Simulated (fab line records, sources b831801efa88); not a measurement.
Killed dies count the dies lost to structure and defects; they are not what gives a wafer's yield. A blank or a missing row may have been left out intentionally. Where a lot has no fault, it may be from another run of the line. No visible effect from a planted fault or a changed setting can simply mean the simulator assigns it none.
One fault seen from 2 desks + flow sky130 + only its own numbers are on each desk; what lay behind them is given at the end

AT THE METROLOGY DESK
Means of the sampled wafers that have a number, per lot and without regard to the tool the lot ran on: this is what the gauges read. Any lot whose mean is over 4 standard deviations away from the usual mean is out of limits and marked OUT; that distance is given in the brackets.
Columns: A = LDD_LDN_TW at SKY_LDD_LDN_TW_MEAS_13, usual 1464; B = LI_CONTACT_HDPCVD_THK at SKY_LI_CONTACT_THK_MEAS_01, usual 933 nm; C = LOCAL_INTERCONNECT_TIN_RS at SKY_LOCAL_INTERCONNECT_RS_MEAS_01, usual 14.20 ohm/sq; D = LOCAL_INTERCONNECT_TIN_THK at SKY_LOCAL_INTERCONNECT_THK_MEAS_02, usual 98.7 nm
| lot  | first seen here | A    | B             | C     | D     |
|------|-----------------|------|---------------|-------|-------|
| L847 | day 23 17:50    | 1468 | 926           | 14.32 | 97.0  |
| L848 | day 23 23:02    | 1466 | 941           | 13.90 | 100.8 |
| L850 | day 24 16:02    | 1459 | 926           | 14.20 | 100.0 |
| L851 | day 25 12:53    | 1464 | 932           | 13.90 | 100.4 |
| L853 | day 26 05:22    | 1476 | 932           | 14.10 | 99.4  |
| L855 | day 26 13:37    | 1458 | 777 (-17) OUT | 13.91 | 101.6 |
| L857 | day 27 00:41    | 1457 | 775 (-17) OUT | 14.37 | 96.9  |
| L865 | day 29 10:06    | 1465 | 935           | 14.26 | 98.3  |
| L867 | day 29 23:20    | 1460 | 938           | 14.25 | 98.1  |
| L868 | day 30 05:59    | 1472 | 928           | 14.26 | 99.2  |
| L869 | day 30 08:13    | 1468 | 931           | 14.26 | 98.0  |
| L870 | day 30 21:39    | 1467 | 933           | 14.31 | 97.4  |
This desk's finding: out of limits on L855, L857; first on L855, day 31 19:26 (LI_CONTACT_HDPCVD_THK at SKY_LI_CONTACT_THK_MEAS_01). L847, L848, L850, L851, L853, L865, L867, L868, L869, L870: within limits.

DESK OF THE TOOL OWNER: hdpcvd-02
The tool's own readings at SKY_LI_CONTACT_HDPCVD_00 (deposits PSG, target thk 930 nm, time 155 s): means of the sampled wafers that have a number, for each lot that ran on this tool. Any lot whose mean is over 4 standard deviations away from the usual mean is out of limits and marked OUT; that distance is given in the brackets.
Columns: A = run length s at SKY_LI_CONTACT_HDPCVD_00, usual 183.2 s; B = sih4 flow sccm at SKY_LI_CONTACT_HDPCVD_00, usual 59.99 sccm
| lot  | first seen here | A               | B     |
|------|-----------------|-----------------|-------|
| L847 | day 28 16:33    | 182.7           | 59.71 |
| L851 | day 30 11:10    | 183.2           | 59.97 |
| L853 | day 31 02:49    | 183.0           | 59.97 |
| L855 | day 31 19:20    | 156.6 (-78) OUT | 59.81 |
| L857 | day 32 00:20    | 156.2 (-80) OUT | 60.04 |
| L870 | day 35 17:40    | 182.8           | 60.08 |
Finding of this desk: L855, L857 out of limits; the first was L855 at day 31 19:20, on run length s at SKY_LI_CONTACT_HDPCVD_00. L847, L851, L853, L870: within limits.

BROUGHT TOGETHER
At day 31 19:20, on L855, L857, the tool owner's desk was in a position to raise an alarm.
L855, L857 would have let the metrology desk raise an alarm at day 31 19:26.
Every lot named ran SKY_LI_CONTACT_HDPCVD_00 on hdpcvd-02.

WHAT THE SIMULATOR HAD INSERTED
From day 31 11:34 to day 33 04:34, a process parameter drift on hdpcvd-02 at SKY_LI_CONTACT_HDPCVD_00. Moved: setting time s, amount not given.
Lots struck among those shown: L855, L857.
Counting hours from when the fault started, the first reading out of limits came at 8 for the tool owner's desk and at 8 for the metrology desk.
